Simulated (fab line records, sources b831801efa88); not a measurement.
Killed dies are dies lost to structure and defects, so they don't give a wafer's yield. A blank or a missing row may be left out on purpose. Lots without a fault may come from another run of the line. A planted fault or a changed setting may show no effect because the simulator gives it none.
Chamber matching | flow gf180mcu | GF_V5_ETCH_16 on rie_diel-02: 3 sister chambers
The step etches BARC in N2/H2. 6 wafers are shown with their chamber, then 7 later ones without.

WAFERS WITH THEIR CHAMBER
wafer  | chamber | drypump_motor_current_A (A) | oes_product_au (a.u.)
L710.3 | 3       | 4.7                         | 0.850
L711.1 | 0       | 5.5                         | 0.844
L711.2 | 3       | 4.7                         | 0.860
L712.1 | 1       | 5.0                         | 0.849
L712.5 | 1       | 5.0                         | 0.851
L712.6 | 0       | 5.6                         | 0.853

WAFERS WITHOUT THEIR CHAMBER
wafer  | drypump_motor_current_A (A) | oes_product_au (a.u.)
L713.2 | 5.5                         | 0.856
L713.3 | 5.0                         | 0.845
L713.5 | 5.5                         | 0.849
L718.1 | 4.7                         | 0.855
L718.2 | 5.6                         | 0.845
L718.4 | 5.0                         | 0.854
L719.5 | 4.8                         | 0.847

WHICH CHAMBER EACH WENT THROUGH
wafer  | from the rows above | in truth
L713.2 | 0                   | 0
L713.3 | 1                   | 1
L713.5 | 0                   | 0
L718.1 | 3                   | 3
L718.2 | 0                   | 0
L718.4 | 1                   | 1
L719.5 | 3                   | 3
Placed correctly: 7 of 7. Can't be placed from these rows: 0. Placed wrongly: 0.
How it was worked out, from the rows above alone: a wafer's distance from a chamber is the root of the sum, over the readings, of the square of ((its reading less the chamber's mean) divided by the reading's scatter). The wafer belongs to the nearest chamber; if the next one is less than 2 further off, it can't be placed. A chamber's mean is the mean of its shown wafers. The scatter: the root of (the sum of the squares of (reading less its chamber's mean) over the shown wafers, divided by (wafers less chambers)).
